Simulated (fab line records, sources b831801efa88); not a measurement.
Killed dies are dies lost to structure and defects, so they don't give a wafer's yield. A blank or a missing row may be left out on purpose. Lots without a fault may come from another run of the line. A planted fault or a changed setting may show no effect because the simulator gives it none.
fab line records | flow sky130
record lots=12 wafers=36 last_day=49
route steps=708 shown VIA4@640 PASSIVATION@681 PAD_OPEN@707
lots that met no fault: from a run of the same line without faults
start_h: hours from the record's first day to the start of the lot's first wafer shown | wait_h: hours since the lot's step before | " the same as in the row above | L1.1+2: a row that stands for several wafers | - no value, or no start given | * or withheld: withheld | < > ~ a bound
route shown NAME@n: a module of which the file shows steps, and the number in the route of the first | usual: mean/standard deviation of fault-free wafers | same: alike in all rows | chamber/n: place in a boat | sites: the reading at each site | _std_site: their standard deviation | _edge_site: outer sites' mean less inner sites' | radius_mm: how far each site lies from the wafer's centre | mask NAME#n: copy n | behind: the tool/chamber that last shaped the wafer | hold: why the lot was held/for how many hours/how that ended | device: the transistor (n, p or np) that didn't switch | end of line: the same wafers' tests at the end of the route | a step without rows: its recipe alone | killed: dies lost to structure and defects at the first sort, not the wafer's yield | map: a wafer's dies, x killed, . not, _ none there
set.NAME: the setting as run; set.NAME@STEP: as run at that earlier step | model.NAME: the simulator's own value behind a step, which no gauge read
steps of the route over a sample of lots; a table a step, a row a wafer
services: from which hour (start_h, from the record's first day; less than 0 if before it) a tool's chamber was out of use, for how many hours, and why
## steps
# step SKY_VIA4_THK_MEAS_01
# recipe reads=SiO2_of_VIA4_HDPCVD_00
# usual VIA4_HDPCVD_THK=1685/17
# columns lot.wafer tool chamber start_h wait_h VIA4_HDPCVD_THK[nm]
L752.2 film_metro-02 - 990.69 0.1 1675
L752.3 " - " " 1721
L752.5 " - " " 1714
L754.2 film_metro-01 - 996.06 0.1 1709
L754.3 " - " " 1699
L754.4 " - " " 1690
L755.1 film_metro-01 - 998.75 0.1 1689
L755.4 " - " " 1710
L755.5 " - " " 1675
L758.2 film_metro-01 - 1020.97 0.1 1689
L758.3 " - " " 1657
L758.5 " - " " 1687
L757.1 film_metro-01 - 1021.96 0.1 1690
L757.2 " - " " 1685
L757.5 " - " " 1685
L759.3 film_metro-03 - 1026.37 0.1 1680
L759.4 " - " " 1703
L759.5 " - " " 1696
L761.1 film_metro-01 - 1042.66 0.1 1652
L761.2 " - " " 1651
L761.6 " - " " 1686
L762.1 film_metro-01 - 1050.62 0.1 1705
L762.2 " - " " 1699
L762.4 " - " " 1729
L763.1 film_metro-01 - 1061.63 0.1 1673
L763.2 " - " " 1674
L763.6 " - " " 1687
L765.1 film_metro-03 - 1072.20 0.1 1668
L765.3 " - " " 1691
L765.5 " - " " 1670
L766.1 film_metro-02 - 1073.01 0.1 1685
L766.3 " - " " 1674
L766.6 " - " " 1673
L769.2 film_metro-01 - 1090.12 0.1 1671
L769.4 " - " " 1693
L769.6 " - " " 1672
# step SKY_PASSIVATION_CVD_00
# recipe material=SiO2 target_thk_nm=90 temp_c=400 time_s=withheld rf_w=600
# usual heater_power_w=670/120 rf_fwd_power_W=589/3.1
# columns lot.wafer tool chamber start_h wait_h heater_power_w rf_fwd_power_W
L752.2 pecvd-02 1 1038.83 0.0 700 590
L752.3 " 2 " " 663 588
L752.5 " 1 " " 689 591
L754.2 pecvd-03 0 1044.98 0.0 704 591
L754.3 " 2 " " 827 592
L754.4 " 1 " " 568 586
L755.1 pecvd-02 1 1045.76 0.0 677 588
L755.4 " 2 " " 684 588
L755.5 " 1 " " 689 593
L758.2 pecvd-02 1 1067.24 0.0 766 588
L758.3 " 0 " " 685 587
L758.5 " 1 " " 737 589
L757.1 pecvd-01 1 1069.08 0.0 495 586
L757.2 " 2 " " 726 583
L757.5 " 1 " " 487 589
L759.3 pecvd-01 1 1073.34 0.0 413 588
L759.4 " 2 " " 641 582
L759.5 " 2 " " 640 584
L761.1 pecvd-01 2 1089.77 0.0 687 584
L761.2 " 1 " " 480 589
L761.6 " 1 " " 472 588
L762.1 pecvd-01 1 1096.27 0.0 408 591
L762.2 " 2 " " 738 581
L762.4 " 2 " " 756 582
L763.1 pecvd-03 2 1106.31 0.0 969 595
L763.2 " 0 " " 652 590
L763.6 " 2 " " 966 595
L765.1 pecvd-03 0 1115.70 0.0 780 591
L765.3 " 2 " " 858 593
L765.5 " 0 " " 799 588
L766.1 pecvd-01 0 1116.53 0.0 602 595
L766.3 " 1 " " 450 590
L766.6 " 1 " " 446 591
L769.2 pecvd-01 1 1132.22 0.0 477 587
L769.4 " 0 " " 685 592
L769.6 " 1 " " 483 591
# step SKY_PASSIVATION_ETCH_11
# recipe chemistry=CF4/O2 target_depth_nm=725 stop_on=AlCu source_w=800 bias_w=150 pressure_mtorr=150 cf4_flow_sccm=80 O2_flow_sccm=10 time_s=161.1
# usual cf4_flow_sccm=80.01/0.22 drypump_motor_current_A=5.8/0.47 oes_product_au=0.977/0.0065 rf_fwd_power_W=796.4/2.5 run_length_s=189.6/0.6 throttle_valve_pct=5.965/0.0094
# columns lot.wafer tool chamber start_h wait_h cf4_flow_sccm drypump_motor_current_A oes_product_au rf_fwd_power_W rf_hours_counter_h run_length_s throttle_valve_pct
L752.2 rie_diel-02 0 1061.72 - 80.02 5.9 0.965 793.4 15 189.4 5.962
L752.3 " 1 " " 80.15 6.0 0.975 798.9 13 189.1 5.963
L752.5 " 2 " " 80.06 6.3 0.984 798.9 - 190.2 5.959
L754.2 rie_diel-03 0 1067.08 - 80.05 6.2 0.972 800.4 14 189.9 5.966
L754.3 " 1 " " 79.66 5.7 0.975 790.8 12 188.9 5.958
L754.4 " 3 " " 80.24 5.4 0.976 796.0 11 190.3 5.969
L755.1 rie_diel-02 2 1067.90 - 79.85 6.2 0.973 797.6 14 189.9 5.965
L755.4 " 1 " " 79.81 6.0 0.981 798.4 14 189.5 5.961
L755.5 " 0 " " 79.71 5.9 0.987 795.8 - 189.4 5.970
L758.2 rie_diel-02 3 1088.78 - 80.25 6.2 0.979 794.9 26 190.7 5.958
L758.3 " 2 " " 80.44 6.3 0.966 796.1 15 190.0 5.976
L758.5 " 2 " " 80.37 6.3 0.981 793.0 - 190.6 5.963
L757.1 rie_diel-03 0 1090.63 - 79.68 6.1 0.976 795.6 14 190.5 5.956
L757.2 " 2 " " 79.98 5.7 0.967 799.2 3 188.6 5.968
L757.5 " 3 " " 80.19 5.4 0.984 794.9 - 190.4 5.949
L759.3 rie_diel-01 2 1094.15 - 80.27 5.3 0.968 796.0 26 189.7 5.962
L759.4 " 1 " " 79.55 4.7 0.986 794.7 29 189.5 5.981
L759.5 " 1 " " 80.00 4.7 0.983 799.3 - 189.8 5.957
L761.1 rie_diel-02 0 1110.27 - 79.92 5.8 0.974 797.5 17 189.5 5.971
L761.2 " 3 " " 80.34 6.2 0.969 794.6 26 190.3 5.971
L761.6 " 3 " " 80.33 6.2 0.983 793.2 - 190.2 5.959
L762.1 rie_diel-01 2 1116.37 - 80.01 5.3 0.978 793.8 27 189.6 5.961
L762.2 " 3 " " 80.00 5.3 0.978 798.8 16 189.1 5.954
L762.4 " 2 " " 80.26 5.3 0.989 791.2 - 189.6 5.965
L763.1 rie_diel-01 0 1125.82 - 80.17 6.5 0.969 792.9 21 189.4 5.977
L763.2 " 1 " " 80.25 4.7 0.971 795.6 0 189.5 5.972
L763.6 " 3 " " 80.32 5.3 0.978 794.6 - 189.1 5.968
L765.1 rie_diel-02 2 1135.51 - 80.30 6.3 0.974 795.4 17 190.0 5.973
L765.3 " 3 " " 80.06 6.2 0.972 798.0 28 190.1 5.969
L765.5 " 2 " " 79.96 6.3 0.987 793.7 - 190.0 5.969
L766.1 rie_diel-03 3 1136.53 - 79.96 5.4 0.977 796.4 13 190.1 5.965
L766.3 " 2 " " 80.05 5.7 0.972 792.2 5 189.0 5.953
L766.6 " 1 " " 80.20 5.7 0.982 792.0 - 189.5 5.968
L769.2 rie_diel-02 1 1150.23 - 80.52 6.0 1.005 - 17 181.9 5.981
L769.4 " 3 " " 80.01 6.2 0.981 796.2 28 190.1 5.971
L769.6 " 3 " " 80.08 6.2 0.978 797.3 - 190.2 5.974
# step SKY_PAD_OPEN_BOW_MEAS_13
# recipe mode=bow
# usual PAD_OPEN_BOW=49/9.8
# columns lot.wafer tool chamber start_h wait_h PAD_OPEN_BOW[um]
L752.2 film_metro-01 - 1085.32 - 60
L752.3 " - " " 52
L752.5 " - " " 52
L754.2 film_metro-04 - 1090.44 - 49
L754.3 " - " " 50
L754.4 " - " " 44
L755.1 film_metro-04 - 1091.35 - 38
L755.4 " - " " 43
L755.5 " - " " 45
L758.2 film_metro-02 - 1111.48 - 42
L758.3 " - " " 53
L758.5 " - " " 47
L757.1 film_metro-02 - 1113.20 - 41
L757.2 " - " " 47
L757.5 " - " " 37
L759.3 film_metro-04 - 1116.79 - 47
L759.4 " - " " 49
L759.5 " - " " 47
L761.1 film_metro-01 - 1132.21 - 55
L761.2 " - " " 53
L761.6 " - " " 56
L762.1 film_metro-04 - 1138.52 - 48
L762.2 " - " " 57
L762.4 " - " " 52
L763.1 film_metro-04 - 1146.56 - 59
L763.2 " - " " 50
L763.6 " - " " 59
L765.1 film_metro-04 - 1156.67 - 48
L765.3 " - " " 44
L765.5 " - " " 46
L766.1 film_metro-02 - 1157.32 - 32
L766.3 " - " " 32
L766.6 " - " " 33
L769.2 film_metro-02 - 1169.47 - 70
L769.4 " - " " 64
L769.6 " - " " 56
# step SKY_PAD_OPEN_PROBE_99
# usual defect_limited_yield=82.3/2 killed_at_M0_to_M3=43/7.1 killed_at_M4_up=3/1.7 killed_at_contacts=25/5.6 killed_at_front_end=16/4.1 killed_at_other=0.2/0.49 killed_dies=87/9.8 killed_open=47/7.6 killed_short=40/6.1 sort_bin_3_pad_short=0.9/0.44 sort_bin_5_function=10.5/1.6 sort_bin_6_memory=6.3/1 sort_n_pass=405/9.8 sort_yield_pct=82.3/2
# same gross_dies=492 killed_at_back_side=0 sort_bin_4_leakage[%]=0 sort_bin_8_speed[%]=0
# columns lot.wafer tool chamber start_h wait_h defect_limited_yield[%] killed_at_M0_to_M3 killed_at_M4_up killed_at_contacts killed_at_front_end killed_at_other killed_dies killed_open killed_short sort_bin_3_pad_short[%] sort_bin_5_function[%] sort_bin_6_memory[%] sort_n_pass sort_yield_pct[%]
L752.2 prober-01 - 1085.47 0.1 83.9 43 5 17 14 0 79 46 33 0.4 10.0 5.7 413 83.9
L752.3 prober-01 - 1085.52 0.2 83.1 40 3 27 11 2 83 50 33 0.4 10.6 5.9 409 83.1
L752.5 prober-01 - 1085.62 0.2 79.1 56 7 29 11 0 103 53 50 0.6 12.8 7.5 389 79.1
L754.2 prober-01 - 1090.59 0.1 83.3 36 4 25 17 0 82 47 35 0.8 10.0 5.9 410 83.3
L754.3 prober-01 - 1090.64 0.2 82.5 47 3 17 18 1 86 48 38 0.8 11.6 5.1 406 82.5
L754.4 prober-01 - 1090.69 0.2 81.3 48 5 23 16 0 92 43 49 0.8 11.4 6.5 400 81.3
L755.1 prober-02 - 1091.47 0.1 85.2 38 1 23 11 0 73 41 32 1.0 8.3 5.5 419 85.2
L755.4 prober-02 - 1091.62 0.2 82.9 30 2 36 14 2 84 48 36 1.0 10.0 6.1 408 82.9
L755.5 prober-02 - 1091.67 0.2 83.3 47 3 22 10 0 82 37 45 0.6 9.3 6.7 410 83.3
L758.2 prober-02 - 1111.63 0.1 82.3 48 4 25 10 0 87 43 44 1.2 10.4 6.1 405 82.3
L758.3 prober-02 - 1111.68 0.2 82.7 47 2 17 19 0 85 49 36 0.2 9.6 7.5 407 82.7
L758.5 prober-02 - 1111.78 0.2 78.5 52 4 31 18 1 106 55 51 1.8 13.2 6.5 386 78.5
L757.1 prober-01 - 1113.32 0.1 84.1 46 1 25 6 0 78 43 35 0.8 8.5 6.5 414 84.1
L757.2 prober-01 - 1113.37 0.1 82.7 46 3 30 6 0 85 46 39 1.0 10.2 6.1 407 82.7
L757.5 prober-01 - 1113.52 0.2 81.7 43 1 33 13 0 90 48 42 1.2 11.4 5.7 402 81.7
L759.3 prober-02 - 1116.97 0.2 83.7 39 2 21 18 0 80 43 37 1.0 7.9 7.3 412 83.7
L759.4 prober-02 - 1117.02 0.2 82.7 41 3 27 14 0 85 46 39 0.6 10.4 6.3 407 82.7
L759.5 prober-02 - 1117.07 0.2 84.6 34 3 26 13 0 76 43 33 1.0 8.9 5.5 416 84.6
L761.1 prober-02 - 1132.33 0.1 83.5 39 5 18 19 0 81 42 39 1.2 10.4 4.9 411 83.5
L761.2 prober-02 - 1132.38 0.1 84.1 40 2 21 15 0 78 40 38 1.4 8.3 6.1 414 84.1
L761.6 prober-02 - 1132.58 0.2 81.1 50 2 36 5 0 93 54 39 0.6 12.2 6.1 399 81.1
L762.1 prober-01 - 1138.64 0.1 81.9 48 5 22 14 0 89 46 43 0.2 10.0 7.9 403 81.9
L762.2 prober-01 - 1138.69 0.1 82.5 39 2 25 20 0 86 54 32 0.8 11.6 5.1 406 82.5
L762.4 prober-01 - 1138.79 0.2 81.9 48 1 22 17 1 89 50 39 0.6 10.6 6.9 403 81.9
L763.1 prober-02 - 1146.68 0.1 81.3 48 3 30 11 0 92 51 41 2.0 11.2 5.5 400 81.3
L763.2 prober-02 - 1146.73 0.1 80.3 52 3 26 16 0 97 55 42 0.4 11.4 7.9 395 80.3
L763.6 prober-02 - 1146.93 0.2 81.7 47 0 30 13 0 90 55 35 1.0 9.6 7.7 402 81.7
L765.1 prober-01 - 1156.79 0.1 80.5 51 3 29 13 0 96 52 44 0.2 11.8 7.5 396 80.5
L765.3 prober-01 - 1156.89 0.2 82.3 40 2 26 19 0 87 46 41 1.8 9.8 6.1 405 82.3
L765.5 prober-01 - 1156.99 0.2 80.5 40 2 32 22 0 96 54 42 2.0 11.4 6.1 396 80.5
L766.1 prober-02 - 1157.44 0.1 80.1 45 5 32 16 0 98 62 36 0.6 11.4 7.9 394 80.1
L766.3 prober-02 - 1157.54 0.2 82.3 43 2 26 16 0 87 53 34 1.0 11.0 5.7 405 82.3
L766.6 prober-02 - 1157.69 0.2 76.0 58 7 36 16 1 118 68 50 0.8 15.4 7.7 374 76.0
L769.2 prober-01 - 1169.62 0.1 84.1 38 2 20 18 0 78 33 45 1.8 8.5 5.5 414 84.1
L769.4 prober-01 - 1169.72 0.2 77.6 55 1 30 24 0 110 67 43 1.2 15.0 6.1 382 77.6
L769.6 prober-01 - 1169.82 0.2 78.5 55 4 35 12 0 106 57 49 0.4 14.4 6.7 386 78.5
# killed by level:class
L752.2 VIA1:geometric_particle:open=14 METAL2:geometric_particle:short=8 CONTACT:geometric_particle:open=7 POLY_GATE:geometric_particle:open=6 POLY_GATE:geometric_particle:short=5 VIA2:geometric_particle:open=5 LI_CONTACT:geometric_particle:open=4 VIA3:geometric_particle:open=4
L752.3 VIA3:geometric_particle:open=11 LI_CONTACT:geometric_particle:open=8 CONTACT:geometric_particle:open=8 VIA2:geometric_particle:open=7 VIA1:geometric_particle:open=6 VIA3:geometric_particle:short=5 FIELD_ISO:geometric_particle:short=4 LI_CONTACT:geometric_particle:short=4
L752.5 VIA1:geometric_particle:open=18 CONTACT:geometric_particle:open=12 VIA3:geometric_particle:short=8 METAL1:geometric_particle:short=6 LI_CONTACT:geometric_particle:open=6 CONTACT:geometric_particle:short=6 METAL4:geometric_particle:short=6 VIA2:geometric_particle:open=5
L754.2 VIA1:geometric_particle:open=17 CONTACT:geometric_particle:open=8 FIELD_ISO:geometric_particle:short=7 LI_CONTACT:geometric_particle:open=6 VIA2:geometric_particle:open=5 LOCAL_INTERCONNECT:geometric_particle:short=4 CONTACT:geometric_particle:short=4 METAL4:geometric_particle:short=4
L754.3 VIA2:geometric_particle:open=9 CONTACT:geometric_particle:open=8 VIA1:geometric_particle:open=8 METAL2:geometric_particle:short=7 VIA3:geometric_particle:open=7 FIELD_ISO:geometric_particle:open=5 FIELD_ISO:geometric_particle:short=4 METAL3:geometric_particle:short=4
L754.4 CONTACT:geometric_particle:open=10 VIA1:geometric_particle:open=10 VIA3:geometric_particle:open=6 POLY_GATE:geometric_particle:short=5 LOCAL_INTERCONNECT:geometric_particle:short=5 METAL2:geometric_particle:short=5 METAL1:geometric_particle:short=5 METAL3:geometric_particle:short=5
L755.1 LI_CONTACT:geometric_particle:open=8 VIA3:geometric_particle:open=8 CONTACT:geometric_particle:open=6 CONTACT:geometric_particle:short=5 VIA1:geometric_particle:short=5 VIA1:geometric_particle:open=5 VIA2:geometric_particle:open=4 FIELD_ISO:geometric_particle:short=3
L755.4 CONTACT:geometric_particle:open=13 VIA3:geometric_particle:open=10 LI_CONTACT:geometric_particle:open=8 CONTACT:geometric_particle:short=6 VIA1:geometric_particle:open=6 LOCAL_INTERCONNECT:geometric_particle:short=5 FIELD_ISO:geometric_particle:short=3 FIELD_ISO:geometric_particle:open=3
L755.5 VIA1:geometric_particle:open=11 CONTACT:geometric_particle:open=7 METAL3:geometric_particle:short=7 VIA3:geometric_particle:open=6 LI_CONTACT:geometric_particle:open=5 VIA1:geometric_particle:short=5 VIA2:geometric_particle:open=5 FIELD_ISO:geometric_particle:short=4
L758.2 VIA1:geometric_particle:short=11 CONTACT:geometric_particle:open=11 VIA1:geometric_particle:open=9 LI_CONTACT:geometric_particle:open=6 METAL1:geometric_particle:short=6 VIA2:geometric_particle:open=6 METAL2:geometric_particle:short=5 POLY_GATE:geometric_particle:short=4
L758.3 VIA1:geometric_particle:open=9 LI_CONTACT:geometric_particle:open=8 VIA3:geometric_particle:open=8 METAL2:geometric_particle:short=6 FIELD_ISO:geometric_particle:short=5 CONTACT:geometric_particle:open=5 METAL1:geometric_particle:short=5 VIA2:geometric_particle:open=5
L758.5 CONTACT:geometric_particle:open=13 VIA1:geometric_particle:open=9 FIELD_ISO:geometric_particle:short=7 LI_CONTACT:geometric_particle:open=7 VIA1:geometric_particle:short=7 VIA3:geometric_particle:open=7 VIA2:geometric_particle:open=6 VIA2:geometric_particle:short=6
L757.1 VIA1:geometric_particle:open=12 LI_CONTACT:geometric_particle:open=9 VIA1:geometric_particle:short=8 CONTACT:geometric_particle:open=6 VIA2:geometric_particle:open=6 METAL2:geometric_particle:short=5 CONTACT:geometric_particle:short=4 METAL2:geometric_particle:open=4
L757.2 CONTACT:geometric_particle:open=10 LI_CONTACT:geometric_particle:open=8 LOCAL_INTERCONNECT:geometric_particle:short=8 METAL2:geometric_particle:short=8 VIA1:geometric_particle:short=6 VIA1:geometric_particle:open=6 VIA2:geometric_particle:open=6 VIA3:geometric_particle:open=5
L757.5 VIA1:geometric_particle:open=10 CONTACT:geometric_particle:open=9 VIA2:geometric_particle:open=8 LI_CONTACT:geometric_particle:open=7 LI_CONTACT:geometric_particle:short=6 METAL1:geometric_particle:short=6 METAL2:geometric_particle:short=6 CONTACT:geometric_particle:short=5
L759.3 FIELD_ISO:geometric_particle:short=11 CONTACT:geometric_particle:open=9 VIA3:geometric_particle:open=9 VIA1:geometric_particle:open=6 METAL2:geometric_particle:short=5 LI_CONTACT:geometric_particle:open=4 METAL1:geometric_particle:short=4 VIA3:geometric_particle:short=4
L759.4 LI_CONTACT:geometric_particle:open=9 VIA1:geometric_particle:open=9 VIA2:geometric_particle:open=9 LOCAL_INTERCONNECT:geometric_particle:short=7 CONTACT:geometric_particle:open=5 CONTACT:geometric_particle:short=5 METAL1:geometric_particle:short=5 VIA3:geometric_particle:open=5
L759.5 CONTACT:geometric_particle:open=10 LI_CONTACT:geometric_particle:open=7 VIA1:geometric_particle:open=7 POLY_GATE:geometric_particle:open=6 VIA1:geometric_particle:short=5 VIA3:geometric_particle:open=5 POLY_GATE:geometric_particle:short=4 LI_CONTACT:geometric_particle:short=4
L761.1 VIA2:geometric_particle:open=8 FIELD_ISO:geometric_particle:short=7 LI_CONTACT:geometric_particle:open=6 CONTACT:geometric_particle:open=6 VIA1:geometric_particle:short=6 VIA3:geometric_particle:open=5 METAL3:geometric_particle:short=5 POLY_GATE:geometric_particle:open=3
L761.2 VIA2:geometric_particle:open=8 VIA1:geometric_particle:open=7 VIA3:geometric_particle:short=7 LOCAL_INTERCONNECT:geometric_particle:short=6 VIA1:geometric_particle:short=5 FIELD_ISO:geometric_particle:open=4 FIELD_ISO:geometric_particle:short=4 LI_CONTACT:geometric_particle:open=4
L761.6 VIA1:geometric_particle:open=12 CONTACT:geometric_particle:open=12 LI_CONTACT:geometric_particle:open=9 CONTACT:geometric_particle:short=7 VIA3:geometric_particle:open=6 VIA1:geometric_particle:short=6 METAL2:geometric_particle:short=5 LOCAL_INTERCONNECT:geometric_particle:short=5
L762.1 LI_CONTACT:geometric_particle:open=8 VIA3:geometric_particle:open=7 VIA2:geometric_particle:open=7 VIA1:geometric_particle:open=7 METAL1:geometric_particle:short=6 POLY_GATE:geometric_particle:open=5 CONTACT:geometric_particle:short=5 VIA2:geometric_particle:short=5
L762.2 VIA1:geometric_particle:open=9 LI_CONTACT:geometric_particle:open=9 CONTACT:geometric_particle:open=9 POLY_GATE:geometric_particle:short=7 FIELD_ISO:geometric_particle:open=6 METAL1:geometric_particle:short=6 METAL2:geometric_particle:open=6 VIA3:geometric_particle:open=6
L762.4 VIA1:geometric_particle:open=10 VIA3:geometric_particle:open=8 VIA2:geometric_particle:open=8 LI_CONTACT:geometric_particle:open=7 CONTACT:geometric_particle:open=7 METAL2:geometric_particle:short=7 POLY_GATE:geometric_particle:open=5 POLY_GATE:geometric_particle:short=5
L763.1 CONTACT:geometric_particle:open=14 VIA1:geometric_particle:open=8 METAL1:geometric_particle:short=7 LI_CONTACT:geometric_particle:open=6 METAL2:geometric_particle:short=6 VIA3:geometric_particle:open=6 CONTACT:geometric_particle:short=5 VIA2:geometric_particle:open=5
L763.2 VIA3:geometric_particle:open=12 CONTACT:geometric_particle:open=10 VIA1:geometric_particle:open=9 METAL2:geometric_particle:short=8 VIA2:geometric_particle:open=8 POLY_GATE:geometric_particle:short=7 POLY_GATE:geometric_particle:open=6 METAL1:geometric_particle:short=6
L763.6 CONTACT:geometric_particle:open=18 VIA1:geometric_particle:open=16 LI_CONTACT:geometric_particle:open=6 VIA1:geometric_particle:short=6 METAL2:geometric_particle:short=6 VIA3:geometric_particle:open=6 POLY_GATE:geometric_particle:short=4 CONTACT:geometric_particle:short=4
L765.1 VIA1:geometric_particle:open=17 LI_CONTACT:geometric_particle:open=10 CONTACT:geometric_particle:short=7 VIA2:geometric_particle:open=7 FIELD_ISO:geometric_particle:open=6 CONTACT:geometric_particle:open=6 VIA1:geometric_particle:short=6 METAL2:geometric_particle:short=5
L765.3 VIA1:geometric_particle:open=13 CONTACT:geometric_particle:open=10 POLY_GATE:geometric_particle:open=5 LI_CONTACT:geometric_particle:open=5 LOCAL_INTERCONNECT:geometric_particle:short=5 METAL1:geometric_particle:short=5 VIA3:geometric_particle:open=5 FIELD_ISO:geometric_particle:short=4
L765.5 CONTACT:geometric_particle:open=13 VIA1:geometric_particle:open=12 FIELD_ISO:geometric_particle:short=9 LI_CONTACT:geometric_particle:open=7 VIA3:geometric_particle:open=7 POLY_GATE:geometric_particle:short=6 METAL1:geometric_particle:short=4 LOCAL_INTERCONNECT:geometric_particle:open=4
L766.1 CONTACT:geometric_particle:open=18 VIA1:geometric_particle:open=10 VIA3:geometric_particle:open=8 FIELD_ISO:geometric_particle:open=6 LI_CONTACT:geometric_particle:open=6 POLY_GATE:geometric_particle:open=5 METAL2:geometric_particle:short=5 METAL4:geometric_particle:short=5
L766.3 VIA1:geometric_particle:open=10 CONTACT:geometric_particle:open=9 VIA3:geometric_particle:open=8 LI_CONTACT:geometric_particle:open=6 VIA2:geometric_particle:open=6 POLY_GATE:geometric_particle:open=4 LOCAL_INTERCONNECT:geometric_particle:short=4 CONTACT:geometric_particle:short=4
L766.6 VIA1:geometric_particle:open=14 CONTACT:geometric_particle:open=13 VIA2:geometric_particle:open=12 CONTACT:geometric_particle:short=11 LI_CONTACT:geometric_particle:open=6 METAL3:geometric_particle:short=6 FIELD_ISO:geometric_particle:short=5 METAL2:geometric_particle:short=5
L769.2 LI_CONTACT:geometric_particle:open=8 FIELD_ISO:geometric_particle:short=7 VIA1:geometric_particle:short=7 CONTACT:geometric_particle:short=6 VIA3:geometric_particle:open=6 FIELD_ISO:geometric_particle:open=5 VIA1:geometric_particle:open=4 VIA2:geometric_particle:short=4
L769.4 VIA1:geometric_particle:open=17 CONTACT:geometric_particle:open=10 VIA3:geometric_particle:open=9 LI_CONTACT:geometric_particle:open=8 FIELD_ISO:geometric_particle:short=7 VIA2:geometric_particle:open=6 METAL2:geometric_particle:short=6 METAL3:geometric_particle:short=6
L769.6 VIA1:geometric_particle:open=12 VIA1:geometric_particle:short=12 CONTACT:geometric_particle:open=11 METAL2:geometric_particle:short=7 CONTACT:geometric_particle:short=6 LI_CONTACT:geometric_particle:open=6 LOCAL_INTERCONNECT:geometric_particle:short=6 VIA3:geometric_particle:open=6
## services
# columns tool chamber start_h hours kind
pecvd-01 1 1033.51 10.9 repair
pecvd-02 0 1036.82 2.1 scheduled_down
pecvd-02 - 1044.34 0.9 repair
rie_diel-02 - 1051.97 0.4 repair
rie_diel-01 - 1060.41 2.8 pm
rie_diel-03 - 1072.06 0.9 repair
pecvd-01 0 1073.20 6.7 repair
rie_diel-02 2 1079.30 2.5 repair
pecvd-01 2 1087.13 2.0 repair
rie_diel-01 1 1103.68 - clean
rie_diel-01 1 1103.68 19.1 scheduled_down
rie_diel-01 1 1103.68 19.1 vent_cycle
pecvd-02 2 1116.20 4.7 repair
pecvd-03 1 1120.48 2.1 scheduled_down
pecvd-03 - 1121.98 0.9 repair
rie_diel-02 - 1129.05 0.6 repair
pecvd-03 2 1141.49 5.5 scheduled_down
## key
first_sign step=SKY_PASSIVATION_ETCH_11 reading=run_length_s direction=down sigmas=13 usual=* struck=*
effect step=SKY_PASSIVATION_ETCH_11 reading=oes_product_au direction=up sigmas=4.3 usual=0.977 struck=1.005
met_at SKY_PASSIVATION_ETCH_11
struck_lots L769
struck_wafers L769.2
not_acting_at SKY_VIA4_THK_MEAS_01,SKY_PASSIVATION_CVD_00,SKY_PAD_OPEN_BOW_MEAS_13
onset_between 1067.90 1150.23
fault kind=process_parameter_drift tool=rie_diel-02 chamber=1 onset_h=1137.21 steps=SKY_PASSIVATION_ETCH_11 channel=time_s offset=* shape=step end_h=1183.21 acts_in=* stated=*
